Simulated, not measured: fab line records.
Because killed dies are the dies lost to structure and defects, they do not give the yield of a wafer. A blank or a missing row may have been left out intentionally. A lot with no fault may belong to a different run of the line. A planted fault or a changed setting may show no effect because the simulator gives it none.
Which tool did it? -- flow sfqLine -- 42 wafers from 14 lots sampled at 2 of the route's 325 steps

WHAT THE GAUGES SHOWED, per wafer
SFQ_M3_RS_MEAS_919: measures by four-point-probe. Usual: M3_NB_RS 0.889 ohm/sq, standard deviation 0.0073.
lot,measured,on,M3_NB_RS (ohm/sq),flag
L904,day 40 13:50,filmMetro-01,0.876 0.878 0.893,
L905,day 40 23:22,filmMetro-01,0.893 0.890 0.887,
L907,day 41 11:22,filmMetro-01,0.890 0.884 0.890,
L908,day 42 06:37,filmMetro-03,0.895 0.878 0.891,
L909,day 42 12:34,filmMetro-03,0.896 0.899 0.881,
L910,day 43 21:47,filmMetro-03,0.902 0.894 0.888,
L914,day 44 13:25,filmMetro-01,0.895 1.562 1.541,OFF
L915,day 44 20:37,filmMetro-02,0.881 1.523 0.878,OFF
L921,day 48 05:08,filmMetro-03,0.898 0.895 0.893,
L922,day 49 02:45,filmMetro-01,0.894 0.889 0.900,
L924,day 50 19:59,filmMetro-01,0.890 0.880 0.889,
L925,day 51 05:35,filmMetro-01,0.884 0.888 0.874,
L926,day 51 08:01,filmMetro-01,0.884 0.900 0.887,
L927,day 51 16:25,filmMetro-01,0.882 0.879 0.888,

EACH LOT AND THE TOOL THAT RAN IT (in order: tool; ch and the chambers of the sampled wafers; start)
lot,SFQ_TRILAYER_M3_DEP_SPUTTER_073
L904,"pvdSputter-04, day 40 13:41"
L905,"pvdSputter-06, day 40 23:17"
L907,"pvdSputter-04, day 41 11:17"
L908,"pvdSputter-06, day 42 06:29"
L909,"pvdSputter-04, day 42 12:29"
L910,"pvdSputter-04, day 43 21:41"
L914,"pvdSputter-04, day 44 13:17"
L915,"pvdSputter-04, day 44 20:29"
L921,"pvdSputter-06, day 48 05:01"
L922,"pvdSputter-06, day 49 02:36"
L924,"pvdSputter-06, day 50 19:53"
L925,"pvdSputter-03, day 51 05:29"
L926,"pvdSputter-06, day 51 07:53"
L927,"pvdSputter-06, day 51 16:17"
- SFQ_TRILAYER_M3_DEP_SPUTTER_073: material Nb, target thk 200 nm, time 133.3 s.

AS READ BY THE TOOLS THEMSELVES (means over the sampled wafers that have a number; for cases with no such wafer, the mark the record gives instead)
SFQ_TRILAYER_M3_DEP_SPUTTER_073. Usual: cathodeDcPowerW 2000.0 W, standard deviation 0.35; chamberPressurePa 0.13329 Pa, standard deviation 0.00026; throttleValvePct 30.4 %, standard deviation 0.92.
lot,tool,cathodeDcPowerW (W),chamberPressurePa (Pa),throttleValvePct (%),flag
L904,pvdSputter-04,1999.7,0.13303,31.5,
L905,pvdSputter-06,2000.0,0.13301,29.3,
L907,pvdSputter-04,1999.7,0.13337,31.3,
L908,pvdSputter-06,2000.1,0.13330,30.2,
L909,pvdSputter-04,2000.1,0.13334,30.8,
L910,pvdSputter-04,1999.9,0.13310,30.3,
L914,pvdSputter-04,1999.9,0.13376,30.4,
L915,pvdSputter-04,2000.2,0.13319,31.6,
L921,pvdSputter-06,2000.0,0.13311,29.7,
L922,pvdSputter-06,2000.0,0.13303,30.3,
L924,pvdSputter-06,2000.0,0.13331,29.9,
L925,pvdSputter-03,2000.1,0.13356,29.7,
L926,pvdSputter-06,2000.0,0.13334,30.1,
L927,pvdSputter-06,1999.8,0.13347,29.8,

THE ANSWER, worked out from the rows above alone
Rule: a lot is off if the mean of its wafers that have a number lies more than 3 standard deviations from the usual mean. Also off: a lot with no number at a reading for which 4 or more lots have one. Where the step has rows for the other lots, those lots are counted as sound. After the gauges, taken in route order, come the tools' own readings; for these a lot's mean is taken, as printed above. At the first step where some lot is off, the reading lying furthest off is the one used; lots without a number count as furthest.
Off: at SFQ_M3_RS_MEAS_919 (M3_NB_RS), L914, L915.
A tool fits if, at a process step before that reading, it ran every lot that is off, and no sound lot after the first of them. Those tools and the gauges at SFQ_M3_RS_MEAS_919 are tried in the same way. One fits: pvdSputter-04 at SFQ_TRILAYER_M3_DEP_SPUTTER_073. A fault onset in the window from L910 (day 43 21:41, its last sound lot) to L914 (day 44 13:17, its first lot off) fits.

WHAT THE SIMULATOR HAD PUT IN
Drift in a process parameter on pvdSputter-04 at SFQ_TRILAYER_M3_DEP_SPUTTER_073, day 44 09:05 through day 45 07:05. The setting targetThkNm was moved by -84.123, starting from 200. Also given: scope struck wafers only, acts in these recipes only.
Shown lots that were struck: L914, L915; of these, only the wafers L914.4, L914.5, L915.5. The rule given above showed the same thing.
